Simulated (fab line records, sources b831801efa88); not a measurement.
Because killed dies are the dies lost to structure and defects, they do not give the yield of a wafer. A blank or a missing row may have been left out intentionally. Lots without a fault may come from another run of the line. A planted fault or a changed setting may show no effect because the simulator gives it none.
Which of the tools did it? | flow gf180mcu | 6 lots (18 wafers sampled), 1 step of a 602-step route

## WHAT THE GAUGES READ, wafer by wafer
GF_VT_IMPLANT_RS_MEAS_47: a four-point-probe measurement.
lot  | measured     | on            | NWELL_RS (ohm/sq)
L792 | day 7 22:07  | film_metro-04 | 485.1 488.1 486.3
L794 | day 8 13:43  | film_metro-03 | 487.4 487.8 488.0
L796 | day 9 02:01  | film_metro-03 | 489.2 488.7 490.1
L798 | day 9 10:03  | film_metro-02 | 489.9 487.8 487.3
L803 | day 11 03:31 | film_metro-03 | 489.7 489.2 489.3
L810 | day 12 18:54 | film_metro-02 | 486.2 485.7 487.0

## WHAT TOOL EACH LOT RAN ON (gives the tool, then ch and the chambers of the sampled wafers, and finally the start)
Record: no process step prior to these readings.

## THE ANSWER, worked out from the rows above alone
Rule: usual is defined by the lots themselves. The widest of any qualifying gaps counts: lots, ordered by their means at a reading, are off when they make up no more than a third of the lots, leave a main group of 4 or more, and stand apart from it by 3 or more times the standard deviation of that group's means. A main group whose means are all the same, to the digits that the tables above print for the reading, isn't used. A lot without any number at a reading at which 4 lots or more have one is off too. Any other lot the step has rows for is counted as sound.
None of the lots is off at any reading shown; this tells nothing.

## WHAT THE SIMULATOR HAD PUT IN
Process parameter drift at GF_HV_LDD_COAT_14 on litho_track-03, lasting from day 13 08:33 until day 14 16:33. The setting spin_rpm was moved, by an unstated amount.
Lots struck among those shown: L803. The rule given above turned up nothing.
